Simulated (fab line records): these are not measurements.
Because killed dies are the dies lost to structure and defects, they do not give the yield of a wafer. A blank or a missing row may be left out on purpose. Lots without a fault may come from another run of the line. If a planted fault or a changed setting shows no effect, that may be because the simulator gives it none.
Which of the tools did it? | flow sky130 | 36 wafers from 12 lots sampled at 2 of the route's 708 steps

## WHAT EACH GAUGE READ, for each wafer
SKY_VIA2_CD_MEAS_12: target cd 200 nm.
lot  | measured     | on       | cdNm (nm)
L263 | day 36 22:26 | cdSem-02 | 199.3 199.5 200.0
L264 | day 37 15:16 | cdSem-02 | 199.9 199.6 198.2
L265 | day 37 21:52 | cdSem-02 | 200.6 201.4 203.0
L266 | day 37 23:12 | cdSem-02 | 199.0 199.5 199.0
L268 | day 38 15:08 | cdSem-02 | 198.9 197.6 197.3
L269 | day 38 17:41 | cdSem-01 | 198.5 200.3 201.1
L270 | day 39 15:54 | cdSem-01 | 200.5 199.2 200.5
L271 | day 39 14:29 | cdSem-01 | 199.9 199.8 201.2
L272 | day 39 21:28 | cdSem-01 | 199.9 198.1 199.8
L279 | day 41 17:11 | cdSem-01 | 199.0 198.7 200.1
L280 | day 41 21:07 | cdSem-01 | 200.7 200.0 200.1
L284 | day 43 07:40 | cdSem-01 | 197.0 198.4 197.6

## TOOL THAT RAN EACH LOT (tool first, then ch and the chambers of the sampled wafers, then the start)
lot  | SKY_FIELD_ISO_ETCH_15
L263 | rieDiel-03 ch 0,3, day 2 12:14
L264 | rieDiel-03 ch 2,3, day 2 16:46
L265 | rieDiel-03 ch 1,2,3, day 2 20:44
L266 | rieDiel-02 ch 0,3, day 3 02:17
L268 | rieDiel-02 ch 0,2,3, day 3 12:26
L269 | rieDiel-03 ch 0,2,3, day 3 16:31
L270 | rieDiel-01 ch 2,3, day 4 00:56
L271 | rieDiel-02 ch 0,3, day 4 03:58
L272 | rieDiel-03 ch 0,1,2, day 4 08:40
L279 | rieDiel-03 ch 1,2, day 5 21:16
L280 | rieDiel-03 ch 0,2,3, day 6 03:55
L284 | rieDiel-01 ch 0,1,2, day 6 23:41
- SKY_FIELD_ISO_ETCH_15: etches the open film in CHF3/O2, stops on Si, target depth 180 nm, time 72 s.

## AS READ BY THE TOOLS THEMSELVES (means over the sampled wafers that have a number; for cases with no such wafer, the mark the record gives instead)
SKY_FIELD_ISO_ETCH_15.
lot  | tool       | chf3FlowSccm (sccm) | drypumpMotorCurrentA (A) | oesProductAu (a.u.) | throttleValvePct (%)
L263 | rieDiel-03 | 50.13               | 5.3                      | 0.940               | 8.845
L264 | rieDiel-03 | 50.01               | 5.8                      | 0.946               | 8.850
L265 | rieDiel-03 | 50.03               | 5.8                      | 0.943               | 8.834
L266 | rieDiel-02 | 50.00               | 4.9                      | 0.951               | 8.852
L268 | rieDiel-02 | 50.01               | 5.1                      | 0.955               | 8.841
L269 | rieDiel-03 | 49.86               | 5.6                      | 0.947               | 8.842
L270 | rieDiel-01 | 50.11               | 6.1                      | 0.952               | 8.851
L271 | rieDiel-02 | 49.97               | 4.9                      | 0.956               | 8.849
L272 | rieDiel-03 | 50.14               | 5.4                      | 0.951               | 8.842
L279 | rieDiel-03 | 49.90               | 5.6                      | 0.947               | 8.844
L280 | rieDiel-03 | 49.96               | 5.6                      | 0.944               | 8.839
L284 | rieDiel-01 | 49.90               | 5.4                      | 0.949               | 8.840

## THE ANSWER, worked out from the rows above alone
Rule: the lots themselves supply what counts as usual. Put in order of their means at a reading, lots are off if they are a third of the lots or fewer, leave a main group of 4 or more, and stand apart from it by a gap of 3 or more times the standard deviation of the main group's means; of several such gaps the widest counts. A main group whose means are all the same, to the digits that the tables above print for the reading, isn't used. Also off: a lot with no number at a reading for which 4 or more lots have one. Where the step has rows for the other lots, those lots are counted as sound. Order of review: gauges by route order, followed by the tools' own readings, for which a lot's mean as printed above is used. The first step at which some lot is off is used, and at that step the reading that is off furthest; a lot without a number counts as furthest.
Across all readings shown, no lot is off: no conclusion can be drawn from this.

## WHAT THE SIMULATOR HAD INSERTED
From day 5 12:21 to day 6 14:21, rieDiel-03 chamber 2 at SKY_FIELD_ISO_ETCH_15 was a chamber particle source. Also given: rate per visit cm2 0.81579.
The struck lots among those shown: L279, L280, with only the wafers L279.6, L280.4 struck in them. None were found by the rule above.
